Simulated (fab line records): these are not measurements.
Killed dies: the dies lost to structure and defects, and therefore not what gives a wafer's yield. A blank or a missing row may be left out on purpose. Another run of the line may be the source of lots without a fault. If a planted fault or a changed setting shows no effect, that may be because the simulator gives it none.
fab line records / flow sfq_line
record lots=15 wafers=45 last_day=95
route steps=325 shown I3@146
lots that met no fault: taken from a fault-free run of the same line
start_h: hours from the record's first day to the start of the lot's first wafer shown / wait_h: hours from the lot's prior step to this one / " the same as in the row above / L1.1+2: several wafers, shown together as one row / - value missing, or start not given / * or withheld: withheld / < > ~ a bound
route shown NAME@n: names a module that has steps shown in the file, with the first one's number in the route / usual: the fault-free wafers' mean and standard deviation / same: alike in all rows / chamber/n: place in a boat / sites: per-site readings / _std_site: the standard deviation of these / _edge_site: outer sites' mean less inner sites' / radius_mm: for every site, how far away it sits from the centre of the wafer / mask NAME#n: copy n / behind: the most recent tool/chamber to have shaped the wafer / hold: cause of the lot's hold/its duration in hours/its outcome / device: transistor that didn't switch, given as n, p or np / end of line: the same wafers' tests at the end of the route / a step with no rows: only its recipe / killed: the dies lost at the first sort to structure and to defects; this is not the yield of the wafer / map: the dies of a wafer, with x for killed, . for not killed, _ for no die there
set.NAME: the setting the step ran with; set.NAME@STEP: the setting that earlier step ran with / model.NAME: the simulator's own value behind a step, which no gauge read
a sample of lots followed through the steps of the route, with each step as a table and each wafer as a row
services: a tool's chamber out of use, with start hour (start_h, from the record's first day; less than 0 if before it), hours out, and reason
## steps
# step SFQ_TRILAYER_I3_VIA_STRIP_STRIP_089
# recipe gas=O2 power_w=200 platen_temp_c=40 overash_fraction=0.65 chemistry=O2 pressure_mtorr=50
# usual chamber_pressure_mTorr=50.00/0.046 drypump_motor_current_A=5.4/0.35 oes_product_au=1.005/0.0085
lot.wafer=L788.1 tool=rie_metal-01 chamber=1 start_h=1192.90 wait_h=- chamber_pressure_mTorr=50.00 drypump_motor_current_A=5.4 oes_product_au=1.016 rf_hours_counter_h=93
lot.wafer=L788.3 tool=rie_metal-01 chamber=1 start_h=1192.90 wait_h=- chamber_pressure_mTorr=50.10 drypump_motor_current_A=5.4 oes_product_au=1.013 rf_hours_counter_h=-
lot.wafer=L788.6 tool=rie_metal-01 chamber=1 start_h=1192.90 wait_h=- chamber_pressure_mTorr=49.92 drypump_motor_current_A=5.4 oes_product_au=1.003 rf_hours_counter_h=-
lot.wafer=L789.4 tool=rie_metal-01 chamber=1 start_h=1212.42 wait_h=- chamber_pressure_mTorr=50.00 drypump_motor_current_A=5.3 oes_product_au=1.018 rf_hours_counter_h=-
lot.wafer=L789.5 tool=rie_metal-01 chamber=0 start_h=1212.42 wait_h=- chamber_pressure_mTorr=50.08 drypump_motor_current_A=5.4 oes_product_au=0.990 rf_hours_counter_h=-
lot.wafer=L789.6 tool=rie_metal-01 chamber=1 start_h=1212.42 wait_h=- chamber_pressure_mTorr=50.00 drypump_motor_current_A=5.3 oes_product_au=1.009 rf_hours_counter_h=-
lot.wafer=L792.2 tool=rie_metal-02 chamber=0 start_h=1273.03 wait_h=- chamber_pressure_mTorr=- drypump_motor_current_A=- oes_product_au=- rf_hours_counter_h=-
lot.wafer=L792.5 tool=rie_metal-02 chamber=0 start_h=1273.03 wait_h=- chamber_pressure_mTorr=- drypump_motor_current_A=- oes_product_au=- rf_hours_counter_h=-
lot.wafer=L792.6 tool=rie_metal-02 chamber=1 start_h=1273.03 wait_h=- chamber_pressure_mTorr=- drypump_motor_current_A=- oes_product_au=- rf_hours_counter_h=-
lot.wafer=L793.2 tool=rie_metal-01 chamber=0 start_h=1276.63 wait_h=- chamber_pressure_mTorr=- drypump_motor_current_A=- oes_product_au=- rf_hours_counter_h=-
lot.wafer=L793.3 tool=rie_metal-01 chamber=0 start_h=1276.63 wait_h=- chamber_pressure_mTorr=- drypump_motor_current_A=- oes_product_au=- rf_hours_counter_h=-
lot.wafer=L793.6 tool=rie_metal-01 chamber=0 start_h=1276.63 wait_h=- chamber_pressure_mTorr=- drypump_motor_current_A=- oes_product_au=- rf_hours_counter_h=-
lot.wafer=L794.1 tool=rie_metal-01 chamber=0 start_h=1280.23 wait_h=- chamber_pressure_mTorr=- drypump_motor_current_A=- oes_product_au=- rf_hours_counter_h=-
lot.wafer=L794.2 tool=rie_metal-01 chamber=1 start_h=1280.23 wait_h=- chamber_pressure_mTorr=- drypump_motor_current_A=- oes_product_au=- rf_hours_counter_h=-
lot.wafer=L794.3 tool=rie_metal-01 chamber=0 start_h=1280.23 wait_h=- chamber_pressure_mTorr=- drypump_motor_current_A=- oes_product_au=- rf_hours_counter_h=-
lot.wafer=L795.1 tool=rie_metal-02 chamber=1 start_h=1283.83 wait_h=- chamber_pressure_mTorr=49.99 drypump_motor_current_A=6.4 oes_product_au=0.996 rf_hours_counter_h=131
lot.wafer=L795.2 tool=rie_metal-02 chamber=0 start_h=1283.83 wait_h=- chamber_pressure_mTorr=49.98 drypump_motor_current_A=5.3 oes_product_au=1.016 rf_hours_counter_h=28
lot.wafer=L795.3 tool=rie_metal-02 chamber=1 start_h=1283.83 wait_h=- chamber_pressure_mTorr=49.97 drypump_motor_current_A=6.5 oes_product_au=0.997 rf_hours_counter_h=-
lot.wafer=L796.1 tool=rie_metal-02 chamber=1 start_h=1291.03 wait_h=- chamber_pressure_mTorr=50.00 drypump_motor_current_A=6.5 oes_product_au=0.999 rf_hours_counter_h=132
lot.wafer=L796.4 tool=rie_metal-02 chamber=0 start_h=1291.03 wait_h=- chamber_pressure_mTorr=49.99 drypump_motor_current_A=5.3 oes_product_au=1.013 rf_hours_counter_h=-
lot.wafer=L796.5 tool=rie_metal-02 chamber=1 start_h=1291.03 wait_h=- chamber_pressure_mTorr=49.91 drypump_motor_current_A=6.4 oes_product_au=0.991 rf_hours_counter_h=-
lot.wafer=L798.3 tool=rie_metal-01 chamber=0 start_h=1311.76 wait_h=- chamber_pressure_mTorr=49.97 drypump_motor_current_A=5.4 oes_product_au=0.995 rf_hours_counter_h=-
lot.wafer=L798.5 tool=rie_metal-01 chamber=0 start_h=1311.76 wait_h=- chamber_pressure_mTorr=50.02 drypump_motor_current_A=5.4 oes_product_au=1.007 rf_hours_counter_h=-
lot.wafer=L798.6 tool=rie_metal-01 chamber=1 start_h=1311.76 wait_h=- chamber_pressure_mTorr=49.97 drypump_motor_current_A=5.4 oes_product_au=1.011 rf_hours_counter_h=-
lot.wafer=L799.1 tool=rie_metal-01 chamber=1 start_h=1321.28 wait_h=- chamber_pressure_mTorr=50.03 drypump_motor_current_A=5.4 oes_product_au=1.012 rf_hours_counter_h=108
lot.wafer=L799.4 tool=rie_metal-01 chamber=1 start_h=1321.28 wait_h=- chamber_pressure_mTorr=50.05 drypump_motor_current_A=5.4 oes_product_au=1.019 rf_hours_counter_h=-
lot.wafer=L799.5 tool=rie_metal-01 chamber=1 start_h=1321.28 wait_h=- chamber_pressure_mTorr=50.02 drypump_motor_current_A=5.4 oes_product_au=1.013 rf_hours_counter_h=-
lot.wafer=L802.2 tool=rie_metal-02 chamber=0 start_h=1339.48 wait_h=- chamber_pressure_mTorr=50.01 drypump_motor_current_A=5.3 oes_product_au=1.010 rf_hours_counter_h=-
lot.wafer=L802.4 tool=rie_metal-02 chamber=0 start_h=1339.48 wait_h=- chamber_pressure_mTorr=50.05 drypump_motor_current_A=5.3 oes_product_au=1.000 rf_hours_counter_h=-
lot.wafer=L802.6 tool=rie_metal-02 chamber=0 start_h=1339.48 wait_h=- chamber_pressure_mTorr=50.03 drypump_motor_current_A=5.3 oes_product_au=1.003 rf_hours_counter_h=-
lot.wafer=L803.1 tool=rie_metal-04 chamber=1 start_h=1341.68 wait_h=- chamber_pressure_mTorr=49.99 drypump_motor_current_A=5.1 oes_product_au=0.994 rf_hours_counter_h=0
lot.wafer=L803.3 tool=rie_metal-04 chamber=1 start_h=1341.68 wait_h=- chamber_pressure_mTorr=50.01 drypump_motor_current_A=5.2 oes_product_au=1.000 rf_hours_counter_h=-
lot.wafer=L803.4 tool=rie_metal-04 chamber=0 start_h=1341.68 wait_h=- chamber_pressure_mTorr=49.98 drypump_motor_current_A=5.2 oes_product_au=1.003 rf_hours_counter_h=-
lot.wafer=L804.3 tool=rie_metal-01 chamber=1 start_h=1350.28 wait_h=- chamber_pressure_mTorr=49.95 drypump_motor_current_A=5.3 oes_product_au=1.002 rf_hours_counter_h=-
lot.wafer=L804.5 tool=rie_metal-01 chamber=0 start_h=1350.28 wait_h=- chamber_pressure_mTorr=50.00 drypump_motor_current_A=5.3 oes_product_au=1.002 rf_hours_counter_h=-
lot.wafer=L804.6 tool=rie_metal-01 chamber=1 start_h=1350.28 wait_h=- chamber_pressure_mTorr=49.97 drypump_motor_current_A=5.3 oes_product_au=1.007 rf_hours_counter_h=-
lot.wafer=L805.2 tool=rie_metal-01 chamber=1 start_h=1354.88 wait_h=- chamber_pressure_mTorr=49.98 drypump_motor_current_A=5.4 oes_product_au=1.009 rf_hours_counter_h=109
lot.wafer=L805.3 tool=rie_metal-01 chamber=0 start_h=1354.88 wait_h=- chamber_pressure_mTorr=49.94 drypump_motor_current_A=5.4 oes_product_au=1.008 rf_hours_counter_h=-
lot.wafer=L805.4 tool=rie_metal-01 chamber=1 start_h=1354.88 wait_h=- chamber_pressure_mTorr=49.98 drypump_motor_current_A=5.4 oes_product_au=1.001 rf_hours_counter_h=-
lot.wafer=L806.1 tool=rie_metal-04 chamber=1 start_h=1358.48 wait_h=- chamber_pressure_mTorr=49.95 drypump_motor_current_A=5.2 oes_product_au=1.011 rf_hours_counter_h=1
lot.wafer=L806.2 tool=rie_metal-04 chamber=1 start_h=1358.48 wait_h=- chamber_pressure_mTorr=49.97 drypump_motor_current_A=5.1 oes_product_au=1.003 rf_hours_counter_h=-
lot.wafer=L806.3 tool=rie_metal-04 chamber=1 start_h=1358.48 wait_h=- chamber_pressure_mTorr=49.98 drypump_motor_current_A=5.1 oes_product_au=0.998 rf_hours_counter_h=-
lot.wafer=L807.2 tool=rie_metal-01 chamber=0 start_h=1365.68 wait_h=- chamber_pressure_mTorr=50.05 drypump_motor_current_A=5.4 oes_product_au=1.006 rf_hours_counter_h=44
lot.wafer=L807.4 tool=rie_metal-01 chamber=0 start_h=1365.68 wait_h=- chamber_pressure_mTorr=49.99 drypump_motor_current_A=5.3 oes_product_au=0.995 rf_hours_counter_h=-
lot.wafer=L807.5 tool=rie_metal-01 chamber=1 start_h=1365.68 wait_h=- chamber_pressure_mTorr=50.01 drypump_motor_current_A=5.4 oes_product_au=1.002 rf_hours_counter_h=-
## services
tool=rie_metal-04 chamber=- start_h=1181.24 hours=0.7 kind=repair
tool=rie_metal-04 chamber=- start_h=1184.71 hours=0.6 kind=repair
tool=rie_metal-04 chamber=0 start_h=1212.24 hours=2.5 kind=repair
tool=rie_metal-04 chamber=1 start_h=1273.82 hours=12.4 kind=repair
tool=rie_metal-01 chamber=- start_h=1283.99 hours=0.2 kind=repair
tool=rie_metal-01 chamber=- start_h=1298.96 hours=3.5 kind=repair
tool=rie_metal-04 chamber=1 start_h=1323.74 hours=- kind=clean
tool=rie_metal-04 chamber=1 start_h=1323.74 hours=- kind=consumable_replace:focus_ring
tool=rie_metal-04 chamber=1 start_h=1323.74 hours=16.3 kind=scheduled_down
tool=rie_metal-04 chamber=1 start_h=1323.74 hours=16.3 kind=vent_cycle
tool=rie_metal-01 chamber=- start_h=1327.37 hours=14.6 kind=pm
tool=rie_metal-02 chamber=1 start_h=1330.32 hours=- kind=clean
tool=rie_metal-02 chamber=1 start_h=1330.32 hours=- kind=consumable_replace:focus_ring
tool=rie_metal-02 chamber=1 start_h=1330.32 hours=16.6 kind=scheduled_down
tool=rie_metal-02 chamber=1 start_h=1330.32 hours=16.6 kind=vent_cycle
tool=rie_metal-04 chamber=- start_h=1352.07 hours=0.2 kind=repair
tool=rie_metal-04 chamber=0 start_h=1355.55 hours=- kind=clean
tool=rie_metal-04 chamber=0 start_h=1355.55 hours=- kind=consumable_replace:focus_ring
tool=rie_metal-04 chamber=0 start_h=1355.55 hours=17.0 kind=scheduled_down
tool=rie_metal-04 chamber=0 start_h=1355.55 hours=17.0 kind=vent_cycle
tool=rie_metal-04 chamber=- start_h=1355.76 hours=2.5 kind=repair
tool=rie_metal-02 chamber=- start_h=1361.96 hours=1.5 kind=repair
## key
first_sign step=SFQ_TRILAYER_I3_VIA_STRIP_STRIP_089 reading=tool_record direction=missing
effect none on later readings
met_at SFQ_TRILAYER_I3_VIA_STRIP_STRIP_089
struck_lots L792,L793,L794
onset_between 1212.42 1273.03
fault kind=skipped_step_whole tool=rie_metal-01,rie_metal-02 chamber=- onset_h=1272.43 steps=SFQ_TRILAYER_I3_VIA_STRIP_STRIP_089 scope=struck_lots_only
